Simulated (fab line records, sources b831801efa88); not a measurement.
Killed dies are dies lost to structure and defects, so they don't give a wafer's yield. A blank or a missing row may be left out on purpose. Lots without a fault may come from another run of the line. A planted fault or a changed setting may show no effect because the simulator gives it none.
Chamber matching | flow gf180mcu | GF_V1_CMP_26 on cmp-02: 4 sister chambers
The step polishes, stops on SiO2, t overpolish 15 s, target thk 0 nm. 8 wafers are shown with their chamber, then 7 later ones without.

WAFERS WITH THEIR CHAMBER
wafer  | chamber | motor_current_A (A) | time_to_endpoint_s (s)
L620.2 | 2       | 15.0                | 97
L625.3 | 3       | 13.3                | 91
L625.5 | 2       | 14.8                | 96
L625.6 | 1       | 8.6                 | 87
L628.3 | 3       | 14.0                | 90
L628.5 | 0       | 12.6                | 92
L631.1 | 0       | 13.4                | 90
L631.2 | 1       | 8.8                 | 84

WAFERS WITHOUT THEIR CHAMBER
wafer  | motor_current_A (A) | time_to_endpoint_s (s)
L631.4 | 14.1                | 85
L633.1 | 13.0                | 89
L633.2 | 8.7                 | 83
L633.4 | 15.0                | 86
L635.2 | 8.7                 | 82
L635.3 | 13.6                | 83
L635.4 | 14.5                | 87

WHICH CHAMBER EACH WENT THROUGH
wafer  | from the rows above     | in truth
L631.4 | can't be placed: 3 or 0 | 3
L633.1 | can't be placed: 0 or 3 | 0
L633.2 | 1                       | 1
L633.4 | can't be placed: 3 or 0 | 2
L635.2 | 1                       | 1
L635.3 | can't be placed: 3 or 0 | 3
L635.4 | can't be placed: 3 or 0 | 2
Placed correctly: 2 of 7. Can't be placed from these rows: 5 (the true chamber is among the candidates in 3). Placed wrongly: 0.
How it was worked out, from the rows above alone: a wafer's distance from a chamber is the root of the sum, over the readings, of the square of ((its reading less the chamber's mean) divided by the reading's scatter). The wafer belongs to the nearest chamber; if the next one is less than 2 further off, it can't be placed. A chamber's mean is the mean of its shown wafers. The scatter: the root of (the sum of the squares of (reading less its chamber's mean) over the shown wafers, divided by (wafers less chambers)).
